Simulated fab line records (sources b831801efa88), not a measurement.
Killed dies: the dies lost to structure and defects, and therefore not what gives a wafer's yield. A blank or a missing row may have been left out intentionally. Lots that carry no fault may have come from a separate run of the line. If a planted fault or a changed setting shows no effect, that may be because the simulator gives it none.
Code-filled problem report in 8D (eight disciplines) form | flow gf180mcu | the parts of the form that need people (team, actions taken, sign-off) are left out

1. THE ISSUE
beam-energy-keV at GF_MVPSD_IMPLANT_09 reads a mean of 35.686 on 6 wafers of 2 lots; wafers without a fault read 40.001 with a standard deviation of 0.013. So: -99 or more standard deviations from the usual mean.
Seen first at day 9 01:50 on implanter-01, wafer L466.4. At this step, 39 wafers from 13 lots have a number in the record. By rule, "out" or "out of limits" means more than 4 standard deviations away from the usual mean. Any other wafer with a number is counted as sound.

2. WHAT IT IS AND WHAT IT IS NOT
question                    | is                     | is not
which readings at this step | beam-energy-keV        | -
which lots                  | L466, L467             | L450, L451, L452, L455, L456, L458, L459, L460, L468, L471, L472
which wafers of those lots  | all that have a number | -
read on which tools         | implanter-01           | implanter-02, implanter-03
when                        | from day 9 01:50       | up to then (24 sound wafers); but 9 sound wafers of L468, L471, L472 came after

3. WHAT RULES OUT EACH SUSPECT
Counting: a tool at any process step up to the reading remains a suspect when it ran all the lots that are out and ran no sound lot after the first of those.
- implanter-01 at GF_MVPSD_IMPLANT_09: kept. Every lot that is out went through it, starting with L466 (day 9 01:50), and after that it ran no sound lot; the last sound lot it ran before then is L459 (day 7 17:58). On those wafers its own readings are out: beam-energy-keV.
Remaining after the count: implanter-01 at GF_MVPSD_IMPLANT_09.

4. THE CAUSE (what the simulator had put in)
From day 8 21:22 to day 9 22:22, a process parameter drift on implanter-01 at GF_MVPSD_IMPLANT_09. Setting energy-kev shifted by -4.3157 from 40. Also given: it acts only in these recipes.
The count eliminated every tool but this one.

5. SEQUENCE OF EFFECTS, ordered by route
Each row: a reading where the mean over the struck wafers with a number is more than 3 standard deviations away from the usual. Only readings for which the record gives a usual standard deviation are gone through. hours: the time from each lot's start at the first step in this table that gives one to its start at this step, as a median over the lots. sigmas: the change in usual standard deviations.
hours | step                | reading         | usual  | on struck wafers | change | sigmas
0     | GF_MVPSD_IMPLANT_09 | beam-energy-keV | 40.001 | 35.686           | -4.315 | -99 or more
The process steps in it:
- GF_MVPSD_IMPLANT_09

6. WHAT WOULD HAVE CAUGHT IT SOONER
In this record the first reading out of limits was taken at day 9 01:50, 4 hours after the fault began at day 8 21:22.
